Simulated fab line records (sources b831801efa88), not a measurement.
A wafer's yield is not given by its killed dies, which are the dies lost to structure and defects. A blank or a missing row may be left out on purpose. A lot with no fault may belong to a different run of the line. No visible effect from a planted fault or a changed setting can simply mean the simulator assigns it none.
Chamber matching / flow gf180mcu / 4 sister chambers for GF_V5_CMP_26 on cmp-02
The step polishes, stops on SiO2, t overpolish 15 s, target thk 0 nm. 33 wafers are shown with their chamber, then 12 later ones without.

## WAFERS, EACH WITH ITS CHAMBER
wafer=L074.1; chamber=2; time_to_endpoint_s (s)=84; motor_current_A (A)=9.7; head_pressure_psi (psi)=3.505
wafer=L074.3; chamber=1; time_to_endpoint_s (s)=87; motor_current_A (A)=11.3; head_pressure_psi (psi)=3.502
wafer=L074.6; chamber=0; time_to_endpoint_s (s)=85; motor_current_A (A)=11.1; head_pressure_psi (psi)=3.502
wafer=L077.1; chamber=1; time_to_endpoint_s (s)=82; motor_current_A (A)=11.0; head_pressure_psi (psi)=3.497
wafer=L077.4; chamber=3; time_to_endpoint_s (s)=89; motor_current_A (A)=10.7; head_pressure_psi (psi)=3.505
wafer=L077.6; chamber=1; time_to_endpoint_s (s)=82; motor_current_A (A)=11.5; head_pressure_psi (psi)=3.507
wafer=L078.1; chamber=3; time_to_endpoint_s (s)=88; motor_current_A (A)=10.7; head_pressure_psi (psi)=3.502
wafer=L078.2; chamber=2; time_to_endpoint_s (s)=81; motor_current_A (A)=9.8; head_pressure_psi (psi)=3.489
wafer=L078.6; chamber=2; time_to_endpoint_s (s)=79; motor_current_A (A)=9.9; head_pressure_psi (psi)=3.494
wafer=L080.1; chamber=0; time_to_endpoint_s (s)=86; motor_current_A (A)=10.6; head_pressure_psi (psi)=3.512
wafer=L080.2; chamber=2; time_to_endpoint_s (s)=82; motor_current_A (A)=10.0; head_pressure_psi (psi)=3.498
wafer=L080.5; chamber=0; time_to_endpoint_s (s)=83; motor_current_A (A)=11.1; head_pressure_psi (psi)=3.509
wafer=L083.1; chamber=3; time_to_endpoint_s (s)=86; motor_current_A (A)=10.9; head_pressure_psi (psi)=3.499
wafer=L083.4; chamber=1; time_to_endpoint_s (s)=85; motor_current_A (A)=10.7; head_pressure_psi (psi)=3.491
wafer=L083.5; chamber=0; time_to_endpoint_s (s)=82; motor_current_A (A)=11.4; head_pressure_psi (psi)=3.487
wafer=L081.1; chamber=2; time_to_endpoint_s (s)=81; motor_current_A (A)=10.2; head_pressure_psi (psi)=3.500
wafer=L081.2; chamber=0; time_to_endpoint_s (s)=83; motor_current_A (A)=10.4; head_pressure_psi (psi)=3.502
wafer=L081.5; chamber=3; time_to_endpoint_s (s)=89; motor_current_A (A)=10.3; head_pressure_psi (psi)=3.509
wafer=L086.1; chamber=0; time_to_endpoint_s (s)=85; motor_current_A (A)=10.5; head_pressure_psi (psi)=3.502
wafer=L086.3; chamber=1; time_to_endpoint_s (s)=85; motor_current_A (A)=11.3; head_pressure_psi (psi)=3.506
wafer=L086.4; chamber=2; time_to_endpoint_s (s)=87; motor_current_A (A)=10.4; head_pressure_psi (psi)=3.491
wafer=L087.2; chamber=3; time_to_endpoint_s (s)=88; motor_current_A (A)=10.9; head_pressure_psi (psi)=3.500
wafer=L087.3; chamber=0; time_to_endpoint_s (s)=84; motor_current_A (A)=10.7; head_pressure_psi (psi)=3.507
wafer=L087.5; chamber=0; time_to_endpoint_s (s)=86; motor_current_A (A)=11.6; head_pressure_psi (psi)=3.483
wafer=L088.1; chamber=3; time_to_endpoint_s (s)=91; motor_current_A (A)=11.1; head_pressure_psi (psi)=3.497
wafer=L088.5; chamber=3; time_to_endpoint_s (s)=91; motor_current_A (A)=10.4; head_pressure_psi (psi)=3.516
wafer=L088.6; chamber=2; time_to_endpoint_s (s)=84; motor_current_A (A)=10.4; head_pressure_psi (psi)=3.497
wafer=L089.3; chamber=2; time_to_endpoint_s (s)=78; motor_current_A (A)=10.1; head_pressure_psi (psi)=3.501
wafer=L089.5; chamber=0; time_to_endpoint_s (s)=83; motor_current_A (A)=10.6; head_pressure_psi (psi)=3.494
wafer=L089.6; chamber=3; time_to_endpoint_s (s)=88; motor_current_A (A)=10.3; head_pressure_psi (psi)=3.505
wafer=L090.2; chamber=0; time_to_endpoint_s (s)=85; motor_current_A (A)=10.7; head_pressure_psi (psi)=3.498
wafer=L090.3; chamber=2; time_to_endpoint_s (s)=78; motor_current_A (A)=10.1; head_pressure_psi (psi)=3.502
wafer=L090.5; chamber=2; time_to_endpoint_s (s)=79; motor_current_A (A)=10.1; head_pressure_psi (psi)=3.493

SIGNATURES, as means of the wafers listed above
reading=time_to_endpoint_s; chamber 0=84.20; chamber 1=84.20; chamber 2=81.30; chamber 3=88.75; scatter within a chamber=2.17
reading=motor_current_A; chamber 0=10.870; chamber 1=11.160; chamber 2=10.070; chamber 3=10.662; scatter within a chamber=0.321
reading=head_pressure_psi; chamber 0=3.49960; chamber 1=3.50060; chamber 2=3.49700; chamber 3=3.50413; scatter within a chamber=0.00711
Rule: a wafer's distance from a chamber is the root of the sum, over the readings, of the square of ((its reading less the chamber's mean) divided by the reading's scatter). If the next closest chamber is less than 2 further off than the closest, the wafer can't be placed; otherwise it belongs to the closest. The scatter: the root of (the sum of the squares of (reading less its chamber's mean) over the shown wafers, divided by (wafers less chambers)).

## WAFERS MISSING THEIR CHAMBER
wafer=L093.1; time_to_endpoint_s (s)=87; motor_current_A (A)=11.4; head_pressure_psi (psi)=3.504
wafer=L093.2; time_to_endpoint_s (s)=81; motor_current_A (A)=10.0; head_pressure_psi (psi)=3.501
wafer=L093.5; time_to_endpoint_s (s)=81; motor_current_A (A)=10.1; head_pressure_psi (psi)=3.496
wafer=L094.2; time_to_endpoint_s (s)=86; motor_current_A (A)=11.0; head_pressure_psi (psi)=3.498
wafer=L094.4; time_to_endpoint_s (s)=82; motor_current_A (A)=10.7; head_pressure_psi (psi)=3.503
wafer=L094.6; time_to_endpoint_s (s)=83; motor_current_A (A)=11.2; head_pressure_psi (psi)=3.512
wafer=L095.2; time_to_endpoint_s (s)=85; motor_current_A (A)=11.4; head_pressure_psi (psi)=3.498
wafer=L095.3; time_to_endpoint_s (s)=81; motor_current_A (A)=10.8; head_pressure_psi (psi)=3.503
wafer=L095.4; time_to_endpoint_s (s)=81; motor_current_A (A)=10.0; head_pressure_psi (psi)=3.497
wafer=L097.4; time_to_endpoint_s (s)=82; motor_current_A (A)=11.2; head_pressure_psi (psi)=3.490
wafer=L097.5; time_to_endpoint_s (s)=81; motor_current_A (A)=9.8; head_pressure_psi (psi)=3.504
wafer=L097.6; time_to_endpoint_s (s)=84; motor_current_A (A)=11.2; head_pressure_psi (psi)=3.505

## EACH ONE'S CHAMBER
wafer=L093.1; from the rows above=can't be placed: 1 or 0 or 3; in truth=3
wafer=L093.2; from the rows above=2; in truth=2
wafer=L093.5; from the rows above=2; in truth=2
wafer=L094.2; from the rows above=can't be placed: 0 or 1 or 3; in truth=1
wafer=L094.4; from the rows above=can't be placed: 0 or 1 or 2 or 3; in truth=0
wafer=L094.6; from the rows above=can't be placed: 1 or 0 or 3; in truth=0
wafer=L095.2; from the rows above=can't be placed: 1 or 0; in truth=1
wafer=L095.3; from the rows above=can't be placed: 0 or 1 or 2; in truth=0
wafer=L095.4; from the rows above=2; in truth=2
wafer=L097.4; from the rows above=can't be placed: 1 or 0 or 2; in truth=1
wafer=L097.5; from the rows above=2; in truth=2
wafer=L097.6; from the rows above=can't be placed: 1 or 0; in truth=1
Correct placement for 4 of the 12. From these rows, 8 cannot be placed; in 8 the true chamber is one of the candidates. Wrongly placed: 0.
